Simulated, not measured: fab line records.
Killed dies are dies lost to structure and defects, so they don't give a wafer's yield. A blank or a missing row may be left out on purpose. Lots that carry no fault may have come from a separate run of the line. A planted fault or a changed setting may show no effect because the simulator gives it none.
A struck lot beside a sound one / flow sky130 / 42 steps out of a route of 708
Sound: wafers L340.1, L340.5, L340.6. Struck: wafers L353.2, L353.4, L353.5. The cause is named last.
Each step with rows lists, per side, the tool, then ch with its chambers, then its first start. Under that, the readings that differ: sound wafers / struck wafers / difference of the means / sigmas: that difference in standard deviations of wafers without a fault.
alike: words and numbers the same on both sides, and readings whose means are apart by under 2 such deviations; not compared: readings that were withheld, readings missing a value for some wafer, numbers with overlapping values and no deviation given by the record, and bounds like >300 which may hide the same value.
A row with sigmas, a row that says differs or no value, or rows on one side alone: a step with any of these is where the two part. Non-overlapping numbers with no deviation appear without sigmas and do not part them. A reading that every wafer of one side lacks parts them only if that side has two wafers or more.

SKY_SD_P_CD_MEAS_07 targets a cd of 380 nm.
  sound on cdSem-02, day 25 22:44; struck on cdSem-01, day 31 05:40
  alike: cdNm
SKY_SD_P_OVL_MEAS_08:
  sound on overlay-02, day 25 22:52; struck on overlay-02, day 31 05:46
  alike: SD_P_OVL
then, 1 step without rows for these wafers: SKY_SD_P_IMPLANT_09.
SKY_SD_P_STRIP_10: strips in O2/N2.
  sound on plasmaAsher-01 ch 0,1, day 25 23:02; struck on plasmaAsher-04 ch 0,1, day 31 05:56
  alike: drypumpMotorCurrentA, oesProductAu, stripTimeToEndpointS
  not compared: rfHoursCounterH
SKY_SD_P_TW_MEAS_11:
  sound on filmMetro-04, day 25 23:08; struck on filmMetro-04, day 31 06:03
  alike: SD_P_TW
then, 7 steps without rows for these wafers: SKY_RES_XHIGH_DEHYDRATE_00 (time 60 s); SKY_RES_XHIGH_HMDS_01 (prime time 60 s); SKY_RES_XHIGH_COAT_02 (resist thk 1140 nm); SKY_RES_XHIGH_SOFTBAKE_03 (time 60 s); SKY_RES_XHIGH_EXPOSE_04 (exposes mask URPM, target cd 1270 nm); SKY_RES_XHIGH_PEB_05; SKY_RES_XHIGH_DEVELOP_06 (develop time 60 s).
SKY_RES_XHIGH_IMPLANT_07:
  sound on implanter-03 ch 0, day 27 04:44; struck on implanter-02 ch 0, day 32 09:23
SKY_RES_XHIGH_STRIP_08: strips in O2/N2.
  sound on plasmaAsher-03 ch 0,1, day 27 04:53; struck on plasmaAsher-02 ch 0,1, day 32 09:31
  alike: drypumpMotorCurrentA, oesProductAu, stripTimeToEndpointS
  not compared: rfHoursCounterH
SKY_RES_XHIGH_TW_MEAS_09:
  sound on filmMetro-04, day 27 04:59; struck on filmMetro-04, day 32 09:38
  alike: RES_XHIGH_TW
then, 7 steps without rows for these wafers: SKY_SD_N_DEHYDRATE_00 (time 60 s); SKY_SD_N_HMDS_01 (prime time 60 s); SKY_SD_N_COAT_02 (resist thk 1140 nm); SKY_SD_N_SOFTBAKE_03 (time 60 s); SKY_SD_N_EXPOSE_04 (exposes mask NSDM, target cd 380 nm); SKY_SD_N_PEB_05; SKY_SD_N_DEVELOP_06 (develop time 60 s).
SKY_SD_N_CD_MEAS_07 targets a cd of 380 nm.
  sound on cdSem-02, day 28 09:38; struck on cdSem-01, day 33 12:31
  alike: cdNm
SKY_SD_N_OVL_MEAS_08:
  sound on overlay-02, day 28 09:46; struck on overlay-02, day 33 12:37
  alike: SD_N_OVL
then, 2 steps without rows for these wafers: SKY_SD_N_IMPLANT_09; SKY_SD_N_IMPLANT_10.
SKY_SD_N_STRIP_11: strips in O2/N2.
  sound on plasmaAsher-03 ch 0,1, day 28 10:05; struck on plasmaAsher-04 ch 0,1, day 33 12:56
  alike: drypumpMotorCurrentA, oesProductAu, stripTimeToEndpointS
  not compared: rfHoursCounterH
SKY_SD_N_TW_MEAS_12:
  sound on filmMetro-04, day 28 10:11; struck on filmMetro-02, day 33 13:03
  alike: SD_N_TW
then, 1 step without rows for these wafers: SKY_SD_N_CLEAN_13 (cleans in SC1/SC2, time 150 s).
SKY_SD_N_RTA_14: time 2 s.
  sound on rtpAnneal-02 ch 0, day 28 10:18; struck on rtpAnneal-01 ch 0, day 33 13:10
  alike: lampPowerPct, wafer_temp_C_max
SKY_SD_N_RS_MEAS_16: measures by four-point-probe.
  sound on filmMetro-02, day 28 10:28; struck on filmMetro-04, day 33 13:21
  alike: SD_N_RS
SKY_SD_N_RS_MEAS_17: measures by four-point-probe.
  sound on filmMetro-02, day 28 10:35; struck on filmMetro-04, day 33 13:28
  alike: SD_P_RS
SKY_SD_N_RS_MEAS_18: measures by four-point-probe.
  sound on filmMetro-02, day 28 10:43; struck on filmMetro-04, day 33 13:35
  alike: RES_XHIGH_RS
then, 2 steps without rows for these wafers: SKY_SALICIDE_CLEAN_00 (cleans in HF-last, time 30 s); SKY_LI_CONTACT_HDPCVD_00 (deposits PSG, target thk 930 nm, time 155 s).
SKY_LI_CONTACT_THK_MEAS_01:
  sound on filmMetro-03, day 28 10:57; struck on filmMetro-04, day 33 13:50
  alike: LI_CONTACT_HDPCVD_THK
SKY_LI_CONTACT_CMP_02: polishes PSG.
  sound on cmp-01 ch 0,3, day 28 11:01; struck on cmp-02 ch 1,2,3, day 33 14:09
reading=timeToEndpointS (s); sound=34.0 32.2 32.1; struck=28.4 25.6 29.5; difference=-4.9; sigmas=-2
  alike: motorCurrentA
SKY_LI_CONTACT_BOW_MEAS_03:
  sound on filmMetro-04, day 28 11:19; struck on filmMetro-03, day 33 14:25
  alike: LI_CONTACT_BOW
then, 3 steps without rows for these wafers: SKY_LI_CONTACT_DEHYDRATE_04 (time 60 s); SKY_LI_CONTACT_HMDS_05 (prime time 60 s); SKY_LI_CONTACT_COAT_06 (resist thk 60 nm).
-- the record jumps here: 16 days lie between the struck wafers' starts before and after (it left off in module LI_CONTACT and takes up again in module PAD_OPEN, whose first step shown is number 708 of the route) --
SKY_PAD_OPEN_PROBE_99:
  sound on prober-01, day 46 09:29; struck on prober-01, day 49 21:22
reading=model.etest.resXhighPo.rsOhmSqRimLessCentre; sound=34.6 29.84 18.22; struck=-199.3 -206.9 -210.7; difference=-233.2; sigmas=
reading=model.etest.resXhighPo.rsOhmSqRange; sound=82.36 79.87 75.72; struck=216.8 218.2 223.1; difference=+140.1; sigmas=
  alike: killed_at_M0_to_M3, killed_at_M4_up, killedAtContacts, killedAtFrontEnd, killedAtOther, killedDies, killedOpen, killedShort
  not compared: model.etest.resXhighPo.lineOhmUm, model.etest.resXhighPo.rsOhmSq

## WHERE THEY PART
At SKY_LI_CONTACT_CMP_02 and nowhere else, as far as this record goes. Later steps at which nothing parts them and some readings are alike: SKY_LI_CONTACT_BOW_MEAS_03, SKY_PAD_OPEN_PROBE_99.

WHY: the cause the simulator had injected
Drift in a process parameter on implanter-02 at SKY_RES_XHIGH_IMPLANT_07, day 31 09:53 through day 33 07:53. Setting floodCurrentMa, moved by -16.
